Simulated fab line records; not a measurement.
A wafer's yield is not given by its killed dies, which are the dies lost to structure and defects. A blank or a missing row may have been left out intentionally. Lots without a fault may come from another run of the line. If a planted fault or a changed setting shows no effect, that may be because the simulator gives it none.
What tool caused it? | flow sky130 | 15 lots with 45 wafers sampled at 4 steps, on a route of 708 steps

== WHAT THE GAUGES READ, wafer by wafer ==
SKY_PWDE_OVL_MEAS_07.
lot  | measured    | on         | PWDE_OVL (nm)
L716 | day 3 17:23 | overlay-01 | 0.4 -0.2 -1.5
L717 | day 3 22:46 | overlay-01 | 0.1 0.2 -0.5
L718 | day 4 05:17 | overlay-01 | 2.9 3.5 3.2
L720 | day 5 09:29 | overlay-02 | 2.8 1.7 2.8
L721 | day 5 18:29 | overlay-01 | 2.0 -0.2 2.9
L722 | day 5 17:46 | overlay-01 | 1.5 0.9 2.5
L725 | day 6 03:08 | overlay-02 | -1.5 0.8 1.0
L734 | day 8 05:20 | overlay-01 | 1.1 -0.2 -0.2
L735 | day 8 06:59 | overlay-02 | 2.4 3.6 1.7
L736 | day 8 12:11 | overlay-01 | 0.8 -0.9 -1.6
L738 | day 9 04:56 | overlay-01 | 0.0 0.5 0.5
L739 | day 9 06:05 | overlay-02 | -1.1 0.1 -0.4

SKY_VT_ADJUST_LVTN_OVL_MEAS_07.
lot  | measured     | on         | VT_ADJUST_LVTN_OVL (nm)
L716 | day 6 20:20  | overlay-01 | -2.0 -1.0 -2.7
L717 | day 7 02:11  | overlay-02 | -2.9 -2.8 -1.9
L718 | day 7 11:17  | overlay-02 | -2.4 -2.2 -1.8
L720 | day 8 17:29  | overlay-02 | -2.9 -2.9 -2.1
L721 | day 9 05:29  | overlay-01 | -2.1 -2.0 -1.9
L722 | day 9 04:35  | overlay-02 | -1.6 -1.5 -3.3
L725 | day 9 15:14  | overlay-01 | -1.0 0.7 -0.6
L734 | day 12 01:59 | overlay-01 | -2.0 -3.9 -3.1
L735 | day 12 06:11 | overlay-01 | -3.0 -1.0 -2.0
L736 | day 12 11:17 | overlay-01 | -0.3 -1.8 -2.9
L738 | day 13 07:02 | overlay-01 | -1.3 0.3 -1.0
L739 | day 13 09:21 | overlay-01 | -0.1 1.4 -1.9

== EACH LOT AND THE TOOL THAT RAN IT (in order: tool; ch and the chambers of the sampled wafers; start) ==
lot  | SKY_FIELD_ISO_OXIDATION_01   | SKY_VT_ADJUST_HVTP_STRIP_10
L716 | furnace-02 ch 0, day 1 10:07 | plasma_asher-02 ch 0,1, day 5 23:58
L717 | furnace-01 ch 0, day 1 15:08 | plasma_asher-01 ch 0, day 6 05:56
L718 | furnace-02 ch 0, day 1 21:41 | plasma_asher-02 ch 0,1, day 6 14:53
L720 | furnace-02 ch 0, day 2 06:17 | plasma_asher-04 ch 0, day 7 21:59
L721 | furnace-01 ch 0, day 2 11:07 | plasma_asher-02 ch 0,1, day 8 07:23
L722 | furnace-01 ch 0, day 2 16:07 | plasma_asher-01 ch 0,1, day 8 06:44
L725 | furnace-01 ch 0, day 3 07:37 | plasma_asher-01 ch 0, day 8 16:17
L730 | furnace-02, day 4 08:52      | -
L731 | furnace-01, day 4 14:04      | -
L732 | furnace-01, day 4 18:28      | -
L734 | furnace-02 ch 0, day 5 06:05 | plasma_asher-04 ch 0,1, day 11 01:29
L735 | furnace-02 ch 0, day 5 10:10 | plasma_asher-01 ch 0,1, day 11 05:05
L736 | furnace-02 ch 0, day 5 15:41 | plasma_asher-04 ch 0,1, day 11 10:41
L738 | furnace-01 ch 0, day 6 00:19 | plasma_asher-02 ch 0,1, day 12 04:53
L739 | furnace-01 ch 0, day 6 05:07 | plasma_asher-04 ch 0,1, day 12 07:04
- SKY_FIELD_ISO_OXIDATION_01: stabilise 600 s, purge 300 s, target thk 12 nm.
- SKY_VT_ADJUST_HVTP_STRIP_10: strips in O2/N2.

== AS READ BY THE TOOLS THEMSELVES (means over the sampled wafers that have a number; for cases with no such wafer, the mark the record gives instead) ==
SKY_FIELD_ISO_OXIDATION_01.
lot  | tool       | ox_temp_c (C) | ox_temp_c_max | spike_tc_bottom_C (C) | zone_power_lower_pct (%)
L716 | furnace-02 | 899.6         | 904.3         | 920.6                 | 19.1
L717 | furnace-01 | 899.9         | 903.7         | 916.5                 | 18.5
L718 | furnace-02 | 900.3         | 905.2         | 920.9                 | 19.0
L720 | furnace-02 | 899.7         | 904.2         | 919.9                 | 19.0
L721 | furnace-01 | 900.1         | 904.5         | 915.7                 | 18.4
L722 | furnace-01 | 899.8         | 904.4         | 916.1                 | 18.6
L725 | furnace-01 | 900.1         | 904.2         | 916.2                 | 18.6
L730 | furnace-02 | -             | -             | -                     | -
L731 | furnace-01 | -             | -             | -                     | -
L732 | furnace-01 | -             | -             | -                     | -
L734 | furnace-02 | 899.9         | 904.4         | 920.4                 | 18.9
L735 | furnace-02 | 900.0         | 903.8         | 919.8                 | 19.0
L736 | furnace-02 | 900.3         | 905.4         | 919.3                 | 19.1
L738 | furnace-01 | 899.9         | 904.6         | 915.7                 | 18.5
L739 | furnace-01 | 900.5         | 905.0         | 916.0                 | 18.6

SKY_VT_ADJUST_HVTP_STRIP_10.
lot  | tool            | drypump_motor_current_A (A) | oes_product_au (a.u.) | strip_time_to_endpoint_s (s)
L716 | plasma_asher-02 | 5.78                        | 0.712                 | 14.18
L717 | plasma_asher-01 | 6.32                        | 0.710                 | 14.18
L718 | plasma_asher-02 | 5.84                        | 0.713                 | 14.24
L720 | plasma_asher-04 | 5.72                        | 0.713                 | 14.19
L721 | plasma_asher-02 | 5.82                        | 0.712                 | 14.17
L722 | plasma_asher-01 | 5.96                        | 0.717                 | 14.21
L725 | plasma_asher-01 | 6.32                        | 0.717                 | 14.21
L734 | plasma_asher-04 | 5.44                        | 0.718                 | 14.18
L735 | plasma_asher-01 | 6.15                        | 0.719                 | 14.11
L736 | plasma_asher-04 | 5.56                        | 0.717                 | 14.10
L738 | plasma_asher-02 | 5.85                        | 0.712                 | 14.20
L739 | plasma_asher-04 | 5.43                        | 0.719                 | 14.12

== THE ANSWER, worked out from the rows above alone ==
Rule: what is usual is taken from the lots themselves. The widest of any qualifying gaps counts: lots, ordered by their means at a reading, are off when they make up no more than a third of the lots, leave a main group of 4 or more, and stand apart from it by 3 or more times the standard deviation of that group's means. Not used: any main group whose means are identical at the precision the tables above print for the reading. Also off: a lot with no number at a reading for which 4 or more lots have one. The other lots that the step has rows for count as sound. After the gauges, taken in route order, come the tools' own readings; for these a lot's mean is taken, as printed above. The first step at which some lot is off is used, and at that step the reading that is off furthest; a lot without a number counts as furthest.
Off, at SKY_FIELD_ISO_OXIDATION_01 on ox_temp_c: L730, L731, L732. Without a number there: L730, L731, L732. Main group: mean 900.0 C, sd 0.25.
A tool fits if, at that step or a process step before it, it ran every lot that is off, and no sound lot after the first of them. Not one of the candidates tried fits.

== WHAT WAS PUT IN BY THE SIMULATOR ==
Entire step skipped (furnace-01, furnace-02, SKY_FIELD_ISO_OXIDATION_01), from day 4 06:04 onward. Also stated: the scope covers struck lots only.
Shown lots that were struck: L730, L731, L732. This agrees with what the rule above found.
